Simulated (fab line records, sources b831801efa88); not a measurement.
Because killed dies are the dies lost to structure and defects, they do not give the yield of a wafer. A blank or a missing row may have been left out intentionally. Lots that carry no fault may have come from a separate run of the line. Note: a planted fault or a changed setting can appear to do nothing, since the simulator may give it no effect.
Which of the tools did it? :: flow gf180mcu :: 33 wafers from 11 lots sampled at 2 of the route's 602 steps

== WHAT THE GAUGES READ, wafer by wafer ==
GF_MIM_THK_MEAS_11: measures by xrf. Usual: MIM_ALCU_THK 199.6 nm, standard deviation 2.6.
lot: L132
measured: day 24 11:56
on: film metro-02
MIM_ALCU_THK (nm): 205.1 204.1 204.1
flag: 

lot: L134
measured: day 25 09:56
on: film metro-02
MIM_ALCU_THK (nm): 198.5 200.3 200.1
flag: 

lot: L138
measured: day 26 16:43
on: film metro-02
MIM_ALCU_THK (nm): 194.9 198.8 194.8
flag: 

lot: L139
measured: day 26 22:43
on: film metro-04
MIM_ALCU_THK (nm): 198.2 194.4 194.9
flag: 

lot: L145
measured: day 28 20:01
on: film metro-02
MIM_ALCU_THK (nm): 203.6 199.5 202.3
flag: 

lot: L146
measured: day 29 03:02
on: film metro-04
MIM_ALCU_THK (nm): 199.0 197.9 197.7
flag: 

lot: L148
measured: day 29 15:05
on: film metro-01
MIM_ALCU_THK (nm): 195.6 194.6 200.0
flag: 

lot: L151
measured: day 30 15:34
on: film metro-02
MIM_ALCU_THK (nm): 198.9 199.9 196.5
flag: 

lot: L153
measured: day 30 22:58
on: film metro-04
MIM_ALCU_THK (nm): 198.6 203.9 204.6
flag: 

lot: L154
measured: day 31 08:35
on: film metro-04
MIM_ALCU_THK (nm): 198.4 198.1 197.1
flag: 

lot: L155
measured: day 32 00:23
on: film metro-04
MIM_ALCU_THK (nm): 203.9 202.1 200.6
flag: 

== WHAT TOOL EACH LOT RAN ON (gives the tool, then ch and the chambers of the sampled wafers, and finally the start) ==
lot: L132
GF_MIM_SPUTTER_09: pvd sputter-04, day 24 11:47

lot: L134
GF_MIM_SPUTTER_09: pvd sputter-03, day 25 09:46

lot: L138
GF_MIM_SPUTTER_09: pvd sputter-02, day 26 16:34

lot: L139
GF_MIM_SPUTTER_09: pvd sputter-02, day 26 22:34

lot: L145
GF_MIM_SPUTTER_09: pvd sputter-04, day 28 19:51

lot: L146
GF_MIM_SPUTTER_09: pvd sputter-02, day 29 02:53

lot: L148
GF_MIM_SPUTTER_09: pvd sputter-02, day 29 14:54

lot: L151
GF_MIM_SPUTTER_09: pvd sputter-03, day 30 15:24

lot: L153
GF_MIM_SPUTTER_09: pvd sputter-04, day 30 22:48

lot: L154
GF_MIM_SPUTTER_09: pvd sputter-03, day 31 08:23

lot: L155
GF_MIM_SPUTTER_09: pvd sputter-04, day 32 00:13
- GF_MIM_SPUTTER_09: material TiN, target thk 35 nm, time 30.02 s.

== AS READ BY THE TOOLS THEMSELVES (means over the sampled wafers that have a number; for cases with no such wafer, the mark the record gives instead) ==
GF_MIM_SPUTTER_09. Usual: throttle valve pct 29.9 %, standard deviation 0.94.
lot: L132
tool: pvd sputter-04
throttle valve pct (%): 30.6
flag: 

lot: L134
tool: pvd sputter-03
throttle valve pct (%): 28.9
flag: 

lot: L138
tool: pvd sputter-02
throttle valve pct (%): 29.5
flag: 

lot: L139
tool: pvd sputter-02
throttle valve pct (%): 29.9
flag: 

lot: L145
tool: pvd sputter-04
throttle valve pct (%): 30.1
flag: 

lot: L146
tool: pvd sputter-02
throttle valve pct (%): 29.7
flag: 

lot: L148
tool: pvd sputter-02
throttle valve pct (%): 29.5
flag: 

lot: L151
tool: pvd sputter-03
throttle valve pct (%): 29.6
flag: 

lot: L153
tool: pvd sputter-04
throttle valve pct (%): 30.1
flag: 

lot: L154
tool: pvd sputter-03
throttle valve pct (%): 30.0
flag: 

lot: L155
tool: pvd sputter-04
throttle valve pct (%): 30.5
flag: 

== THE ANSWER, worked out from the rows above alone ==
Rule: a lot is off if the mean of its wafers that have a number lies more than 3 standard deviations from the usual mean. A lot without any number at a reading at which 4 lots or more have one is off too. All remaining lots with rows at the step are treated as sound. First the gauges in route order, then the tools' own readings, where a lot's mean is used as printed above. At the first step where some lot is off, the reading lying furthest off is the one used; lots without a number count as furthest.
No lot is off on any of the readings shown, so nothing can be concluded from this.

== WHAT THE SIMULATOR HAD PUT IN ==
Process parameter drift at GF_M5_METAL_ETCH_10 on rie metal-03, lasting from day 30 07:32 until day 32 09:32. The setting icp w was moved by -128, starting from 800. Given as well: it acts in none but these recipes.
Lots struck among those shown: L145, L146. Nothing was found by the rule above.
